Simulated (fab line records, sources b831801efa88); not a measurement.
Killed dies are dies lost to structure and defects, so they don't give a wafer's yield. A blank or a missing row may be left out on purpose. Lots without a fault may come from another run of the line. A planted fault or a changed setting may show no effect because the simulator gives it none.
fab line records | flow sky130
record lots=10 wafers=30 last_day=50
route steps=708 shown VIA2@530 METAL3@536 CAPM@550 PAD_OPEN@708
lots that met no fault: from a run of the same line without faults
start_h: hours from the record's first day to the start of the lot's first wafer shown | wait_h: hours since the lot's step before | " the same as in the row above | L1.1+2: a row that stands for several wafers | - no value, or no start given | * or withheld: withheld | < > ~ a bound
route shown NAME@n: a module of which the file shows steps, and the number in the route of the first | usual: mean/standard deviation of fault-free wafers | same: alike in all rows | chamber/n: place in a boat | sites: the reading at each site | _std_site: their standard deviation | _edge_site: outer sites' mean less inner sites' | radius_mm: how far each site lies from the wafer's centre | mask NAME#n: copy n | behind: the tool/chamber that last shaped the wafer | hold: why the lot was held/for how many hours/how that ended | device: the transistor (n, p or np) that didn't switch | end of line: the same wafers' tests at the end of the route | a step without rows: its recipe alone | killed: dies lost to structure and defects at the first sort, not the wafer's yield | map: a wafer's dies, x killed, . not, _ none there
set.NAME: the setting as run; set.NAME@STEP: as run at that earlier step | model.NAME: the simulator's own value behind a step, which no gauge read
steps of the route over a sample of lots; a table a step, a row a wafer
services: from which hour (start_h, from the record's first day; less than 0 if before it) a tool's chamber was out of use, for how many hours, and why
## steps
# step SKY_VIA2_THK_MEAS_23
# recipe thk_meas_gauge=xrf reads=W_of_VIA2_CVD_21
# usual VIA2_W_THK=431/8.3
# columns lot.wafer tool chamber start_h wait_h VIA2_W_THK[nm]
L538.1 film_metro-04 - 870.47 0.1 432
L538.2 " - " " 436
L538.6 " - " " 444
L540.1 film_metro-04 - 878.28 0.1 441
L540.4 " - " " 439
L540.5 " - " " 442
L543.1 film_metro-03 - 917.35 0.1 425
L543.4 " - " " 420
L543.5 " - " " 419
L546.2 film_metro-04 - 947.35 0.1 436
L546.5 " - " " 443
L546.6 " - " " 429
L544.2 film_metro-03 - 951.09 0.1 428
L544.4 " - " " 426
L544.5 " - " " 421
L547.3 film_metro-03 - 969.59 0.1 421
L547.4 " - " " 434
L547.5 " - " " 425
L549.2 film_metro-01 - 974.00 0.1 416
L549.5 " - " " 420
L549.6 " - " " 427
L550.1 film_metro-04 - 976.79 0.1 440
L550.2 " - " " 437
L550.6 " - " " 436
L553.2 film_metro-03 - 993.12 0.1 423
L553.3 " - " " 420
L553.5 " - " " 426
L559.1 film_metro-03 - 1014.95 0.1 428
L559.4 " - " " 430
L559.5 " - " " 432
# step SKY_METAL3_SPUTTER_04
# recipe material=TiN target_thk_nm=70 power_w=6500 time_s=58.3 chamber_pressure_pa=0.4
# usual chamber_pressure_pa=0.4000/0.00076 throttle_valve_pct=29.8/0.81
# columns lot.wafer tool chamber start_h wait_h chamber_pressure_pa throttle_valve_pct
L538.1 pvd_sputter-02 - 870.93 0.0 0.4013 31.0
L538.2 " - " " 0.4000 30.7
L538.6 " - " " 0.3998 30.1
L540.1 pvd_sputter-03 - 878.75 0.0 0.3994 31.3
L540.4 " - " " 0.3994 28.6
L540.5 " - " " 0.4014 29.1
L543.1 pvd_sputter-02 - 917.82 0.0 0.4009 30.9
L543.4 " - " " 0.3996 28.9
L543.5 " - " " 0.3994 31.1
L546.2 pvd_sputter-03 - 947.80 0.0 0.4001 30.8
L546.5 " - " " 0.4015 28.5
L546.6 " - " " 0.4014 29.0
L544.2 pvd_sputter-03 - 951.77 0.0 0.4005 29.0
L544.4 " - " " 0.4005 29.8
L544.5 " - " " 0.4001 31.1
L547.3 pvd_sputter-02 - 970.04 0.0 0.3989 31.1
L547.4 " - " " 0.4001 31.0
L547.5 " - " " 0.4007 30.9
L549.2 pvd_sputter-02 - 974.45 0.0 0.3991 30.7
L549.5 " - " " 0.4007 30.5
L549.6 " - " " 0.4007 30.1
L550.1 pvd_sputter-02 - 977.40 0.0 0.4008 30.9
L550.2 " - " " 0.3993 30.8
L550.6 " - " " 0.3990 29.1
L553.2 pvd_sputter-01 - 993.57 0.0 0.3994 29.8
L553.3 " - " " 0.3995 29.5
L553.5 " - " " 0.4008 29.6
L559.1 pvd_sputter-01 - 1015.42 0.0 0.3995 30.0
L559.4 " - " " 0.3995 29.6
L559.5 " - " " 0.4001 30.6
# step SKY_CAPM_METAL_ETCH_13
# recipe target_depth_nm=220 stop_on=SiO2 chemistry=Cl2/BCl3 target=TiN pressure_mtorr=10 icp_w=900 bias_w=48.5 Cl2_flow_sccm=60 bcl3_flow_sccm=30 time_s=62.9
# usual drypump_motor_current_A=5.7/0.33 oes_product_au=0.939/0.0076 throttle_valve_pct=21.902/0.009
# columns lot.wafer tool chamber start_h wait_h drypump_motor_current_A oes_product_au rf_hours_counter_h throttle_valve_pct
L538.1 rie_metal-02 0 897.19 0.0 5.9 0.936 13 21.905
L538.2 " 1 " " 5.8 0.937 12 21.900
L538.6 " 1 " " 5.8 0.937 - 21.900
L540.1 rie_metal-04 1 904.82 0.0 5.8 0.943 17 21.898
L540.4 " 1 " " 5.8 0.943 - 21.893
L540.5 " 1 " " 5.8 0.938 - 21.914
L543.1 rie_metal-04 0 942.50 0.0 6.1 0.929 4 21.902
L543.4 " 1 " " 5.8 0.927 - 21.905
L543.5 " 1 " " 5.8 0.932 - 21.895
L546.2 rie_metal-02 1 971.42 0.0 5.9 0.934 16 21.898
L546.5 " 1 " " 5.9 0.935 - 21.901
L546.6 " 0 " " 5.9 0.924 - 21.919
L544.2 rie_metal-02 1 975.07 0.0 5.8 0.940 16 21.907
L544.4 " 0 " " 5.9 0.941 - 21.906
L544.5 " 1 " " 5.8 0.929 - 21.904
L547.3 rie_metal-03 0 993.52 0.0 5.0 0.946 - 21.894
L547.4 " 1 " " 5.5 0.940 - 21.902
L547.5 " 0 " " 5.0 0.943 - 21.891
L549.2 rie_metal-02 1 998.83 0.0 5.8 0.934 17 21.906
L549.5 " 0 " " 5.9 0.947 - 21.909
L549.6 " 1 " " 5.8 0.948 - 21.893
L550.1 rie_metal-02 0 1000.72 0.0 5.9 0.938 17 21.901
L550.2 " 1 " " 5.8 0.928 17 21.901
L550.6 " 1 " " 5.8 0.942 - 21.902
L553.2 rie_metal-03 0 1016.97 0.0 5.0 0.947 9 21.899
L553.3 " 1 " " 5.5 0.938 - 21.883
L553.5 " 0 " " 5.0 0.948 - 21.895
L559.1 rie_metal-04 1 1038.38 0.0 5.8 0.937 4 21.909
L559.4 " 1 " " 5.8 0.929 - 21.902
L559.5 " 1 " " 5.8 0.942 - 21.907
# step SKY_CAPM_STRIP_14
# recipe chemistry=O2/N2 power_w=1400 pressure_mtorr=1500 platen_temp_c=withheld o2_flow_sccm=3000 n2_flow_sccm=300 overash_fraction=0.5
# usual drypump_motor_current_A=5.4/0.37 oes_product_au=0.710/0.0043 strip_time_to_endpoint_s=12.64/0.038
# columns lot.wafer tool chamber start_h wait_h drypump_motor_current_A oes_product_au rf_hours_counter_h strip_time_to_endpoint_s
L538.1 plasma_asher-04 1 897.27 0.1 5.2 0.707 15 12.66
L538.2 " 0 " " 5.8 0.705 15 12.65
L538.6 " 0 " " 5.8 0.713 - 12.63
L540.1 plasma_asher-01 1 904.97 0.1 5.7 0.707 80 12.61
L540.4 " 0 " " 4.9 0.711 - 12.56
L540.5 " 1 " " 5.7 0.708 - 12.64
L543.1 plasma_asher-04 1 942.57 0.1 5.2 0.712 20 12.63
L543.4 " 1 " " 5.2 0.717 - 12.61
L543.5 " 0 " " 5.7 0.713 - 12.63
L546.2 plasma_asher-04 1 971.50 0.1 5.2 0.703 23 12.67
L546.5 " 1 " " 5.2 0.708 - 12.65
L546.6 " 0 " " 5.8 0.713 - 12.66
L544.2 plasma_asher-04 0 975.15 0.1 5.8 0.704 23 12.59
L544.4 " 1 " " 5.2 0.715 - 12.58
L544.5 " 0 " " 5.8 0.717 - 12.60
L547.3 plasma_asher-01 0 993.61 0.1 4.9 0.707 - 12.62
L547.4 " 1 " " 5.7 0.711 - 12.62
L547.5 " 1 " " 5.7 0.712 - 12.66
L549.2 plasma_asher-04 0 998.91 0.1 5.7 0.716 25 12.69
L549.5 " 1 " " 5.2 0.710 - 12.62
L549.6 " 0 " " 5.7 0.708 - 12.67
L550.1 plasma_asher-01 0 1000.80 0.1 4.9 0.707 90 12.69
L550.2 " 1 " " 5.7 0.714 90 12.70
L550.6 " 1 " " 5.7 0.706 - 12.68
L553.2 plasma_asher-01 1 1017.05 0.1 5.7 0.714 92 12.63
L553.3 " 1 " " 5.7 0.703 - 12.69
L553.5 " 1 " " 5.7 0.706 - 12.66
L559.1 plasma_asher-01 1 1038.46 0.1 5.7 0.710 94 12.62
L559.4 " 0 " " 5.0 0.706 - 12.58
L559.5 " 0 " " 5.0 0.710 - 12.57
# step SKY_METAL3_METAL_ETCH_18
# recipe target_depth_a=8450 stop_on=SiO2 over_etch_frac=0.3 time_s=183.1 chemistry=Cl2/BCl3 resist_sidewall_deg=88 pressure_mtorr=10 icp_w=900 bias_w=48.5 Cl2_flow_sccm=60 bcl3_flow_sccm=30
# usual drypump_motor_current_A=5.6/0.39 oes_product_au=0.867/0.0064 throttle_valve_pct=22.264/0.0093
# columns lot.wafer tool chamber start_h wait_h drypump_motor_current_A oes_product_au rf_hours_counter_h throttle_valve_pct
L538.1 rie_metal-01 0 923.05 0.0 6.1 0.857 16 22.266
L538.2 " 1 " " 5.4 0.855 10 22.256
L538.6 " 1 " " 5.4 0.870 - 22.273
L540.1 rie_metal-04 0 930.52 0.0 6.1 0.864 3 22.268
L540.4 " 0 " " 6.1 0.864 - 22.257
L540.5 " 0 " " 6.1 0.865 - 22.264
L543.1 rie_metal-03 0 967.53 0.0 5.0 0.879 6 22.256
L543.4 " 1 " " 5.6 0.876 - 22.273
L543.5 " 0 " " 5.0 0.866 - 22.273
L546.2 rie_metal-03 1 995.78 0.0 5.6 0.864 6 22.266
L546.5 " 0 " " 5.0 0.868 - 22.265
L546.6 " 1 " " 5.5 0.864 - 22.262
L544.2 rie_metal-01 1 999.54 0.0 5.4 0.859 15 22.259
L544.4 " 0 " " 6.1 0.857 - 22.265
L544.5 " 0 " " 6.1 0.873 - 22.250
L547.3 rie_metal-03 0 1017.43 0.1 5.0 0.860 - 22.249
L547.4 " 1 " " 5.5 0.865 - 22.258
L547.5 " 1 " " 5.5 0.872 - 22.268
L549.2 rie_metal-01 1 1022.83 0.0 5.4 0.842 16 22.247
L549.5 " 1 " " 5.4 0.862 - 22.280
L549.6 " 0 " " 6.0 0.872 - 22.265
L550.1 rie_metal-01 0 1024.95 0.0 6.1 0.840 22 22.268
L550.2 " 1 " " 5.4 0.866 16 22.265
L550.6 " 0 " " 6.1 0.856 - 22.266
L553.2 rie_metal-03 1 1041.25 0.1 5.5 0.858 - 22.271
L553.3 " 1 " " 5.5 0.869 - 22.265
L553.5 " 1 " " 5.5 0.863 - 22.280
L559.1 rie_metal-03 1 1061.11 0.0 5.5 0.868 10 22.266
L559.4 " 1 " " 5.6 0.865 - 22.244
L559.5 " 1 " " 5.6 0.867 - 22.286
# step SKY_PAD_OPEN_PROBE_99
# usual defect_limited_yield=82.1/1.8 killed_at_M0_to_M3=44/6.2 killed_at_M4_up=3.3/1.8 killed_at_contacts=25/5.8 killed_at_front_end=15/4 killed_at_other=0.3/0.49 killed_dies=88/8.8 killed_open=48/6.5 killed_short=39/6.3 sort_bin_3_pad_short=0.9/0.41 sort_bin_5_function=10.6/1.4 sort_bin_6_memory=6.4/1.1 sort_n_pass=404/8.8 sort_yield_pct=82.1/1.8
# same gross_dies=492 killed_at_back_side=0 sort_bin_4_leakage[%]=0 sort_bin_8_speed[%]=0
# columns lot.wafer tool chamber start_h wait_h defect_limited_yield[%] killed_at_M0_to_M3 killed_at_M4_up killed_at_contacts killed_at_front_end killed_at_other killed_dies killed_open killed_short sort_bin_3_pad_short[%] sort_bin_5_function[%] sort_bin_6_memory[%] sort_n_pass sort_yield_pct[%]
L538.1 prober-02 - 1092.71 0.1 79.5 49 5 30 17 0 101 59 42 0.8 12.4 7.3 391 79.5
L538.2 prober-02 - 1092.76 0.1 82.5 45 4 26 11 0 86 45 41 0.4 11.4 5.7 406 82.5
L538.6 prober-02 - 1092.96 0.2 85.6 36 2 18 15 0 71 45 26 0.4 10.2 3.9 421 85.6
L540.1 prober-02 - 1101.43 0.1 83.3 36 1 29 16 0 82 41 41 1.2 10.4 5.1 410 83.3
L540.4 prober-02 - 1101.58 0.2 82.3 32 3 31 21 0 87 44 43 0.4 10.8 6.5 405 82.3
L540.5 prober-02 - 1101.63 0.2 82.5 46 5 24 10 1 86 49 37 0.8 11.4 5.3 406 82.5
L543.1 prober-01 - 1129.48 0.1 83.1 39 6 22 16 0 83 57 26 0.2 10.0 6.7 409 83.1
L543.4 prober-01 - 1129.63 0.2 82.1 40 2 29 16 1 88 46 41 1.0 10.6 6.3 404 82.1
L543.5 prober-01 - 1129.68 0.2 83.3 51 3 17 11 0 82 47 35 0.4 9.1 7.1 410 83.3
L546.2 prober-01 - 1153.11 0.1 81.7 43 4 19 24 0 90 42 48 0.8 11.0 6.5 402 81.7
L546.5 prober-01 - 1153.26 0.2 82.1 42 5 22 19 0 88 45 43 0.8 10.8 6.3 404 82.1
L546.6 prober-01 - 1153.31 0.2 82.9 43 2 18 21 0 84 51 33 0.6 10.2 6.3 408 82.9
L544.2 prober-01 - 1157.25 0.1 83.5 49 1 17 14 0 81 45 36 0.4 9.1 6.9 411 83.5
L544.4 prober-01 - 1157.35 0.2 81.1 44 6 30 13 0 93 46 47 1.2 9.8 7.9 399 81.1
L544.5 prober-01 - 1157.40 0.2 82.3 44 6 18 18 1 87 45 42 1.4 11.6 4.7 405 82.3
L547.3 prober-01 - 1171.69 0.2 79.5 54 3 31 13 0 101 60 40 1.2 13.4 5.9 391 79.5
L547.4 prober-01 - 1171.74 0.2 78.7 50 8 27 20 0 105 54 50 0.8 13.4 7.1 387 78.7
L547.5 prober-01 - 1171.79 0.2 81.3 47 5 27 13 0 92 53 39 0.6 11.8 6.3 400 81.3
L549.2 prober-02 - 1176.41 0.1 83.9 48 1 14 16 0 79 33 45 1.0 10.2 4.9 413 83.9
L549.5 prober-02 - 1176.56 0.2 84.1 40 6 23 9 0 78 36 41 1.0 8.3 6.5 414 84.1
L549.6 prober-02 - 1176.61 0.2 84.1 45 2 14 17 0 78 38 38 0.4 10.0 5.5 414 84.1
L550.1 prober-01 - 1177.13 0.1 79.5 55 1 27 18 0 101 52 49 0.8 11.6 8.1 391 79.5
L550.2 prober-01 - 1177.18 0.1 83.3 40 1 24 17 0 82 35 47 1.4 9.1 6.1 410 83.3
L550.6 prober-01 - 1177.38 0.2 83.1 41 4 15 23 0 83 48 35 1.6 10.2 5.1 409 83.1
L553.2 prober-01 - 1190.30 0.1 80.5 47 3 25 21 0 96 52 44 1.4 11.0 7.1 396 80.5
L553.3 prober-01 - 1190.35 0.2 83.3 38 3 24 16 1 82 43 39 0.6 10.6 5.5 410 83.3
L553.5 prober-01 - 1190.45 0.2 82.5 45 3 30 8 0 86 47 39 1.0 8.5 7.9 406 82.5
L559.1 prober-02 - 1204.27 0.1 80.5 43 4 25 23 1 96 49 44 1.0 12.0 6.5 396 80.5
L559.4 prober-02 - 1204.42 0.2 79.7 41 2 37 19 1 100 46 53 1.2 12.2 6.9 392 79.7
L559.5 prober-02 - 1204.47 0.2 81.7 45 4 28 13 0 90 47 42 1.4 10.6 6.3 402 81.7
# killed by level:class
L538.1 CONTACT:geometric_particle:open=13 VIA2:geometric_particle:open=11 VIA1:geometric_particle:open=10 POLY_GATE:geometric_particle:open=7 LI_CONTACT:geometric_particle:open=6 METAL2:geometric_particle:short=6 VIA2:geometric_particle:short=5 LI_CONTACT:geometric_particle:short=5
L538.2 VIA2:geometric_particle:open=11 VIA1:geometric_particle:open=9 LI_CONTACT:geometric_particle:open=8 VIA2:geometric_particle:short=7 LOCAL_INTERCONNECT:geometric_particle:short=6 CONTACT:geometric_particle:open=6 CONTACT:geometric_particle:short=5 POLY_GATE:geometric_particle:short=4
L538.6 VIA2:geometric_particle:open=10 CONTACT:geometric_particle:open=9 VIA1:geometric_particle:open=7 VIA3:geometric_particle:open=5 FIELD_ISO:geometric_particle:short=4 SPACER:geometric_particle:open=4 LI_CONTACT:geometric_particle:open=4 LOCAL_INTERCONNECT:geometric_particle:short=3
L540.1 CONTACT:geometric_particle:open=11 METAL2:geometric_particle:short=8 VIA3:geometric_particle:open=8 FIELD_ISO:geometric_particle:short=5 POLY_GATE:geometric_particle:open=5 LI_CONTACT:geometric_particle:open=5 CONTACT:geometric_particle:short=5 LOCAL_INTERCONNECT:geometric_particle:short=4
L540.4 CONTACT:geometric_particle:open=9 LI_CONTACT:geometric_particle:open=8 CONTACT:geometric_particle:short=7 VIA1:geometric_particle:open=7 FIELD_ISO:geometric_particle:short=6 METAL2:geometric_particle:short=6 METAL1:geometric_particle:short=6 FIELD_ISO:geometric_particle:open=5
L540.5 CONTACT:geometric_particle:open=11 METAL2:geometric_particle:short=9 VIA3:geometric_particle:open=8 VIA2:geometric_particle:open=7 VIA1:geometric_particle:open=6 LI_CONTACT:geometric_particle:open=5 VIA1:geometric_particle:short=4 VIA3:geometric_particle:short=4
L543.1 CONTACT:geometric_particle:open=14 VIA1:geometric_particle:open=14 LI_CONTACT:geometric_particle:open=6 VIA1:geometric_particle:short=6 VIA2:geometric_particle:open=5 VIA3:geometric_particle:open=5 FIELD_ISO:geometric_particle:open=4 SPACER:geometric_particle:short=4
L543.4 CONTACT:geometric_particle:open=11 VIA1:geometric_particle:open=10 VIA1:geometric_particle:short=9 POLY_GATE:geometric_particle:open=8 CONTACT:geometric_particle:short=7 POLY_GATE:geometric_particle:short=5 LOCAL_INTERCONNECT:geometric_particle:short=5 VIA3:geometric_particle:open=5
L543.5 VIA1:geometric_particle:open=12 VIA2:geometric_particle:open=10 CONTACT:geometric_particle:open=6 FIELD_ISO:geometric_particle:open=5 CONTACT:geometric_particle:short=5 METAL1:geometric_particle:short=5 VIA1:geometric_particle:short=4 METAL1:geometric_particle:open=4
L546.2 FIELD_ISO:geometric_particle:short=10 VIA1:geometric_particle:open=10 CONTACT:geometric_particle:open=8 VIA1:geometric_particle:short=7 LI_CONTACT:geometric_particle:open=6 METAL1:geometric_particle:short=6 VIA3:geometric_particle:open=5 POLY_GATE:geometric_particle:short=4
L546.5 VIA1:geometric_particle:open=12 CONTACT:geometric_particle:open=10 FIELD_ISO:geometric_particle:short=6 LI_CONTACT:geometric_particle:open=6 METAL1:geometric_particle:short=6 VIA1:geometric_particle:short=5 VIA3:geometric_particle:short=5 FIELD_ISO:geometric_particle:open=4
L546.6 VIA1:geometric_particle:open=14 FIELD_ISO:geometric_particle:short=9 CONTACT:geometric_particle:open=8 LI_CONTACT:geometric_particle:open=6 VIA2:geometric_particle:open=6 METAL2:geometric_particle:short=6 FIELD_ISO:geometric_particle:open=4 METAL1:geometric_particle:open=4
L544.2 VIA2:geometric_particle:open=9 VIA1:geometric_particle:open=8 METAL1:geometric_particle:short=7 VIA3:geometric_particle:open=6 LI_CONTACT:geometric_particle:open=5 VIA3:geometric_particle:short=5 FIELD_ISO:geometric_particle:open=4 POLY_GATE:geometric_particle:open=4
L544.4 VIA1:geometric_particle:open=12 LOCAL_INTERCONNECT:geometric_particle:short=10 CONTACT:geometric_particle:open=8 CONTACT:geometric_particle:short=6 VIA2:geometric_particle:open=5 METAL1:geometric_particle:short=5 METAL4:geometric_particle:short=5 METAL2:geometric_particle:short=4
L544.5 VIA1:geometric_particle:open=8 LI_CONTACT:geometric_particle:open=8 METAL1:geometric_particle:short=8 VIA2:geometric_particle:open=8 VIA3:geometric_particle:open=6 VIA3:geometric_particle:short=5 POLY_GATE:geometric_particle:short=4 CONTACT:geometric_particle:open=4
L547.3 CONTACT:geometric_particle:open=13 VIA1:geometric_particle:open=13 LI_CONTACT:geometric_particle:open=11 METAL1:geometric_particle:short=8 VIA3:geometric_particle:open=6 METAL2:geometric_particle:short=6 FIELD_ISO:geometric_particle:open=5 FIELD_ISO:geometric_particle:short=5
L547.4 LI_CONTACT:geometric_particle:open=8 VIA2:geometric_particle:short=8 VIA3:geometric_particle:open=8 LI_CONTACT:geometric_particle:short=7 VIA2:geometric_particle:open=7 VIA1:geometric_particle:open=6 CONTACT:geometric_particle:open=6 FIELD_ISO:geometric_particle:short=5
L547.5 VIA2:geometric_particle:open=11 CONTACT:geometric_particle:open=10 VIA1:geometric_particle:open=9 LI_CONTACT:geometric_particle:open=7 FIELD_ISO:geometric_particle:short=6 VIA3:geometric_particle:open=6 METAL2:geometric_particle:short=6 METAL4:geometric_particle:short=5
L549.2 METAL1:geometric_particle:short=9 VIA1:geometric_particle:short=7 VIA1:geometric_particle:open=7 METAL2:geometric_particle:short=6 FIELD_ISO:geometric_particle:short=5 LI_CONTACT:geometric_particle:open=5 VIA3:geometric_particle:open=5 VIA2:geometric_particle:open=5
L549.5 VIA1:geometric_particle:open=9 METAL1:geometric_particle:short=7 CONTACT:geometric_particle:open=6 METAL2:geometric_particle:short=6 LOCAL_INTERCONNECT:geometric_particle:short=5 LI_CONTACT:geometric_particle:short=5 VIA3:geometric_particle:open=5 CONTACT:geometric_particle:short=3
L549.6 VIA1:geometric_particle:open=12 METAL2:geometric_particle:short=8 POLY_GATE:geometric_particle:short=5 POLY_GATE:geometric_particle:open=5 VIA1:geometric_particle:short=5 LI_CONTACT:geometric_particle:open=4 VIA2:geometric_particle:open=4 CONTACT:geometric_particle:short=4
L550.1 VIA2:geometric_particle:open=11 CONTACT:geometric_particle:open=9 VIA1:geometric_particle:open=8 VIA3:geometric_particle:open=7 METAL2:geometric_particle:short=6 LI_CONTACT:geometric_particle:open=6 VIA1:geometric_particle:short=6 METAL1:geometric_particle:short=6
L550.2 METAL2:geometric_particle:short=9 VIA1:geometric_particle:short=8 VIA1:geometric_particle:open=8 CONTACT:geometric_particle:short=6 LI_CONTACT:geometric_particle:short=5 LI_CONTACT:geometric_particle:open=5 CONTACT:geometric_particle:open=5 METAL3:geometric_particle:short=5
L550.6 VIA2:geometric_particle:open=10 VIA1:geometric_particle:open=7 LI_CONTACT:geometric_particle:open=6 FIELD_ISO:geometric_particle:open=5 CONTACT:geometric_particle:open=4 FIELD_ISO:geometric_particle:short=3 POLY_GATE:geometric_particle:short=3 POLY_GATE:geometric_particle:open=3
L553.2 VIA1:geometric_particle:open=12 CONTACT:geometric_particle:open=10 POLY_GATE:geometric_particle:short=8 VIA2:geometric_particle:open=8 FIELD_ISO:geometric_particle:short=5 CONTACT:geometric_particle:short=5 LI_CONTACT:geometric_particle:open=5 VIA1:geometric_particle:short=5
L553.3 VIA1:geometric_particle:open=7 LOCAL_INTERCONNECT:geometric_particle:short=6 CONTACT:geometric_particle:open=6 VIA2:geometric_particle:open=6 VIA3:geometric_particle:short=6 VIA3:geometric_particle:open=6 VIA1:geometric_particle:short=5 FIELD_ISO:geometric_particle:open=4
L553.5 VIA1:geometric_particle:open=11 CONTACT:geometric_particle:open=9 LI_CONTACT:geometric_particle:open=7 VIA1:geometric_particle:short=6 VIA2:geometric_particle:open=6 CONTACT:geometric_particle:short=5 VIA3:geometric_particle:short=5 METAL2:geometric_particle:short=5
L559.1 CONTACT:geometric_particle:open=10 VIA1:geometric_particle:open=10 CONTACT:geometric_particle:short=7 VIA1:geometric_particle:short=7 VIA2:geometric_particle:open=7 FIELD_ISO:geometric_particle:short=6 METAL2:geometric_particle:short=6 POLY_GATE:geometric_particle:open=5
L559.4 VIA1:geometric_particle:open=12 CONTACT:geometric_particle:short=10 CONTACT:geometric_particle:open=10 METAL2:geometric_particle:short=8 FIELD_ISO:geometric_particle:short=7 LI_CONTACT:geometric_particle:open=6 LOCAL_INTERCONNECT:geometric_particle:short=6 METAL1:geometric_particle:short=6
L559.5 CONTACT:geometric_particle:short=12 VIA2:geometric_particle:open=11 CONTACT:geometric_particle:open=7 LI_CONTACT:geometric_particle:open=6 VIA3:geometric_particle:open=5 METAL1:geometric_particle:short=5 VIA1:geometric_particle:open=5 METAL2:geometric_particle:short=5
## services
# columns tool chamber start_h hours kind
rie_metal-04 - 854.00 4.0 pm
rie_metal-01 1 855.46 4.4 repair
plasma_asher-01 - 859.56 0.9 repair
rie_metal-04 - 876.62 2.8 pm
rie_metal-04 0 880.25 - clean
rie_metal-04 0 880.25 25.7 scheduled_down
rie_metal-04 0 880.25 25.7 vent_cycle
plasma_asher-04 - 885.34 2.8 pm
pvd_sputter-01 - 897.33 13.1 repair
rie_metal-04 1 905.93 - clean
pvd_sputter-01 - 910.19 7.6 repair
pvd_sputter-03 - 923.17 8.9 repair
rie_metal-04 - 939.14 1.5 repair
pvd_sputter-02 - 940.01 12.7 repair
rie_metal-02 0 959.34 4.4 repair
pvd_sputter-02 0 981.68 - consumable_replace:kit
pvd_sputter-02 0 981.68 18.0 scheduled_down
pvd_sputter-02 0 981.68 18.0 vent_cycle
pvd_sputter-03 - 1016.93 3.4 repair
plasma_asher-04 - 1019.44 3.3 repair
rie_metal-04 1 1027.26 9.3 repair
rie_metal-03 0 1039.05 4.6 repair
pvd_sputter-02 - 1042.24 1.9 repair
rie_metal-04 - 1052.02 4.3 pm
## key
first_sign step=SKY_METAL3_METAL_ETCH_18 reading=oes_product_au direction=down sigmas=4.1 usual=0.867 struck=0.841
effect none on later readings
met_at SKY_METAL3_SPUTTER_04
struck_lots L549,L550
struck_wafers L549.2,L550.1
not_acting_at SKY_VIA2_THK_MEAS_23,SKY_CAPM_METAL_ETCH_13,SKY_CAPM_STRIP_14
onset_between 970.04 974.45
fault kind=process_parameter_drift tool=pvd_sputter-02 chamber=- onset_h=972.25 steps=SKY_METAL3_SPUTTER_04 channel=target_thk_nm offset=-46.22 shape=step end_h=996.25 acts_in=these_recipes_only stated=70 scope=struck_wafers_only
